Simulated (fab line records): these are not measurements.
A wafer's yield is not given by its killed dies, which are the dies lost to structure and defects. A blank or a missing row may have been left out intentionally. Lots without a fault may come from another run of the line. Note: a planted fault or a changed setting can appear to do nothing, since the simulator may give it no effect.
The tool behind it: which one? | flow sky130 | 36 wafers from 12 lots sampled at 3 of the route's 708 steps

## WHAT EACH GAUGE READ, for each wafer
SKY_METAL2_THK_MEAS_06: measures by xrf.
lot  | measured     | on           | METAL2_ALCU_THK (nm)
L075 | day 34 04:26 | filmMetro-04 | 244 246 250
L077 | day 35 01:53 | filmMetro-03 | 252 255 248
L080 | day 35 23:04 | filmMetro-02 | 248 251 247
L081 | day 37 01:11 | filmMetro-03 | 248 252 255
L083 | day 37 02:50 | filmMetro-02 | 249 246 251
L085 | day 37 22:11 | filmMetro-02 | 250 245 248
L087 | day 38 11:19 | filmMetro-02 | 250 245 248
L089 | day 38 20:51 | filmMetro-03 | 249 246 250
L091 | day 39 10:15 | filmMetro-03 | 245 250 247
L093 | day 40 02:31 | filmMetro-03 | 244 251 251
L095 | day 40 08:34 | filmMetro-04 | 237 247 243
L097 | day 41 01:41 | filmMetro-02 | 243 241 245

## EACH LOT AND THE TOOL THAT RAN IT (in order: tool; ch and the chambers of the sampled wafers; start)
lot  | SKY_VIA1_STRIP_16                   | SKY_METAL2_SPUTTER_01
L075 | plasmaAsher-03 ch 0,1, day 34 02:36 | pvdSputter-02, day 34 04:11
L077 | plasmaAsher-02 ch 0,1, day 35 00:18 | pvdSputter-04, day 35 01:40
L080 | plasmaAsher-01 ch 0,1, day 35 21:32 | pvdSputter-04, day 35 22:48
L081 | plasmaAsher-01 ch 0,1, day 36 23:17 | pvdSputter-03, day 37 00:56
L083 | plasmaAsher-01 ch 0,1, day 37 01:22 | pvdSputter-03, day 37 02:37
L085 | plasmaAsher-03 ch 0,1, day 37 20:40 | pvdSputter-03, day 37 21:56
L087 | plasmaAsher-01 ch 0,1, day 38 09:29 | pvdSputter-03, day 38 11:03
L089 | plasmaAsher-02 ch 0,1, day 38 19:21 | pvdSputter-03, day 38 20:36
L091 | plasmaAsher-01 ch 0,1, day 39 08:40 | pvdSputter-03, day 39 10:01
L093 | plasmaAsher-02 ch 1, day 40 00:58   | pvdSputter-03, day 40 02:17
L095 | plasmaAsher-02 ch 0,1, day 40 07:02 | pvdSputter-02, day 40 08:17
L097 | plasmaAsher-03 ch 0,1, day 41 00:12 | pvdSputter-03, day 41 01:27
- SKY_VIA1_STRIP_16: strips in O2/N2.
- SKY_METAL2_SPUTTER_01: material TiN, target thk 20 nm, time 16.7 s.

## THE ANSWER, worked out from the rows above alone
Rule: the usual values come from the lots themselves. The widest of any qualifying gaps counts: lots, ordered by their means at a reading, are off when they make up no more than a third of the lots, leave a main group of 4 or more, and stand apart from it by 3 or more times the standard deviation of that group's means. If all means in a main group match to the digits the tables above print for the reading, that group is not used. Also off: a lot with no number at a reading for which 4 or more lots have one. All remaining lots with rows at the step are treated as sound.
No lot is off on any of the readings shown, so nothing can be concluded from this.

## WHAT THE SIMULATOR HAD INSERTED
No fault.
